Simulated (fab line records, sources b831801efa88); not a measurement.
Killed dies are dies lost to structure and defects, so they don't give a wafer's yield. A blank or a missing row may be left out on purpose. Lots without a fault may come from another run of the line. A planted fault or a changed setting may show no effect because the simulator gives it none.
Chamber matching | flow gf180mcu | GF_V3_ETCH_16 on rie_diel-04: 4 sister chambers
The step etches BARC in N2/H2. 16 wafers are shown with their chamber, then 8 later ones without.

WAFERS WITH THEIR CHAMBER
wafer  | chamber | n2_flow_sccm (sccm) | throttle_valve_pct (%) | h2_flow_sccm (sccm)
L075.3 | 3       | 99.95               | 13.246                 | 199.6
L075.5 | 1       | 100.01              | 13.218                 | 199.3
L075.6 | 0       | 99.98               | 13.217                 | 200.5
L078.1 | 3       | 99.99               | 13.213                 | 200.7
L078.3 | 1       | 100.43              | 13.238                 | 200.9
L078.6 | 0       | 100.08              | 13.221                 | 199.1
L079.1 | 0       | 100.35              | 13.238                 | 199.5
L079.3 | 3       | 99.82               | 13.225                 | 200.1
L079.4 | 2       | 99.75               | 13.232                 | 200.2
L082.2 | 1       | 100.31              | 13.222                 | 200.7
L082.5 | 0       | 100.45              | 13.230                 | 200.7
L082.6 | 1       | 100.48              | 13.221                 | 200.1
L084.1 | 1       | 100.28              | 13.229                 | 199.8
L084.5 | 3       | 99.89               | 13.212                 | 199.1
L084.6 | 0       | 99.83               | 13.221                 | 200.0
L086.3 | 0       | 99.83               | 13.231                 | 199.6

SIGNATURES (means of the wafers above)
reading            | chamber 0 | chamber 1 | chamber 2 | chamber 3 | scatter within a chamber
n2_flow_sccm       | 100.0867  | 100.3020  | 99.7500   | 99.9125   | 0.203
throttle_valve_pct | 13.22633  | 13.22560  | 13.23200  | 13.22400  | 0.0105
h2_flow_sccm       | 199.900   | 200.160   | 200.200   | 199.875   | 0.647
Rule: a wafer's distance from a chamber is the root of the sum, over the readings, of the square of ((its reading less the chamber's mean) divided by the reading's scatter). The wafer belongs to the nearest chamber; if the next one is less than 2 further off, it can't be placed. The scatter: the root of (the sum of the squares of (reading less its chamber's mean) over the shown wafers, divided by (wafers less chambers)).

WAFERS WITHOUT THEIR CHAMBER
wafer  | n2_flow_sccm (sccm) | throttle_valve_pct (%) | h2_flow_sccm (sccm)
L086.5 | 100.15              | 13.230                 | 199.1
L086.6 | 100.06              | 13.227                 | 200.5
L088.1 | 99.74               | 13.223                 | 200.9
L088.2 | 99.60               | 13.225                 | 200.2
L088.3 | 100.26              | 13.210                 | 200.3
L095.1 | 100.41              | 13.225                 | 200.7
L095.4 | 99.84               | 13.235                 | 200.0
L095.6 | 99.66               | 13.231                 | 198.6

WHICH CHAMBER EACH WENT THROUGH
wafer  | from the rows above               | in truth
L086.5 | can't be placed: 0 or 3 or 1 or 2 | 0
L086.6 | can't be placed: 0 or 3 or 1 or 2 | 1
L088.1 | can't be placed: 2 or 3 or 0 or 1 | 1
L088.2 | can't be placed: 2 or 3 or 0      | 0
L088.3 | can't be placed: 1 or 0 or 3 or 2 | 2
L095.1 | can't be placed: 1 or 0 or 3      | 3
L095.4 | can't be placed: 2 or 3 or 0 or 1 | 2
L095.6 | can't be placed: 3 or 2 or 0 or 1 | 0
Placed correctly: 0 of 8. Can't be placed from these rows: 8 (the true chamber is among the candidates in 8). Placed wrongly: 0.
